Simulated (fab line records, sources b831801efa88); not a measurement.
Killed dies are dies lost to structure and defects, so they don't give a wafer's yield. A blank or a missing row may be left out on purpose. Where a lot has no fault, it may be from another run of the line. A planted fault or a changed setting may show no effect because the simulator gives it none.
Which tool is to blame? / flow sky130 / 12 lots, 36 wafers sampled, at 2 steps of a route of 708

== WHAT EACH GAUGE READ, for each wafer ==
SKY_METAL2_RS_MEAS_05: measures by four-point-probe.
lot=L075; measured=day 35 14:01; on=film metro-01; METAL2_ALCU_RS (ohm/sq)=0.1270 0.1284 0.1261
lot=L076; measured=day 36 07:23; on=film metro-04; METAL2_ALCU_RS (ohm/sq)=0.1288 0.1262 0.1288
lot=L079; measured=day 36 20:40; on=film metro-04; METAL2_ALCU_RS (ohm/sq)=0.1231 0.1243 0.1242
lot=L081; measured=day 37 12:07; on=film metro-04; METAL2_ALCU_RS (ohm/sq)=0.1279 0.1273 0.1273
lot=L083; measured=day 38 04:01; on=film metro-01; METAL2_ALCU_RS (ohm/sq)=0.1266 0.1247 0.1256
lot=L085; measured=day 38 18:40; on=film metro-02; METAL2_ALCU_RS (ohm/sq)=0.1260 0.1270 0.1252
lot=L087; measured=day 39 13:46; on=film metro-01; METAL2_ALCU_RS (ohm/sq)=0.1267 0.1252 0.1253
lot=L089; measured=day 40 01:17; on=film metro-02; METAL2_ALCU_RS (ohm/sq)=0.1271 0.1242 0.1268
lot=L091; measured=day 40 07:46; on=film metro-01; METAL2_ALCU_RS (ohm/sq)=0.1279 0.1295 0.1300
lot=L093; measured=day 40 22:56; on=film metro-01; METAL2_ALCU_RS (ohm/sq)=0.1284 0.1270 0.1246
lot=L096; measured=day 41 10:34; on=film metro-04; METAL2_ALCU_RS (ohm/sq)=0.1275 0.1264 0.1278
lot=L097; measured=day 41 20:38; on=film metro-02; METAL2_ALCU_RS (ohm/sq)=0.1255 0.1259 0.1273

== WHAT TOOL EACH LOT RAN ON (gives the tool, then ch and the chambers of the sampled wafers, and finally the start) ==
lot=L075; SKY_VIA1_SPUTTER_20=pvd sputter-01, day 35 13:13
lot=L076; SKY_VIA1_SPUTTER_20=pvd sputter-01, day 36 06:36
lot=L079; SKY_VIA1_SPUTTER_20=pvd sputter-02, day 36 19:53
lot=L081; SKY_VIA1_SPUTTER_20=pvd sputter-02, day 37 11:17
lot=L083; SKY_VIA1_SPUTTER_20=pvd sputter-04, day 38 03:13
lot=L085; SKY_VIA1_SPUTTER_20=pvd sputter-02, day 38 17:52
lot=L087; SKY_VIA1_SPUTTER_20=pvd sputter-02, day 39 12:59
lot=L089; SKY_VIA1_SPUTTER_20=pvd sputter-01, day 40 00:30
lot=L091; SKY_VIA1_SPUTTER_20=pvd sputter-01, day 40 06:58
lot=L093; SKY_VIA1_SPUTTER_20=pvd sputter-02, day 40 22:10
lot=L096; SKY_VIA1_SPUTTER_20=pvd sputter-02, day 41 09:47
lot=L097; SKY_VIA1_SPUTTER_20=pvd sputter-02, day 41 19:52
- SKY_VIA1_SPUTTER_20: material TiN, target thk 20 nm, time 80 s.

== THE ANSWER, worked out from the rows above alone ==
Rule: what is usual is taken from the lots themselves. The widest of any qualifying gaps counts: lots, ordered by their means at a reading, are off when they make up no more than a third of the lots, leave a main group of 4 or more, and stand apart from it by 3 or more times the standard deviation of that group's means. If all means in a main group match to the digits the tables above print for the reading, that group is not used. Also off: a lot with no number at a reading for which 4 or more lots have one. All remaining lots with rows at the step are treated as sound.
Nothing can be told from this: no lot is off at any reading shown.

== WHAT THE SIMULATOR HAD PUT IN ==
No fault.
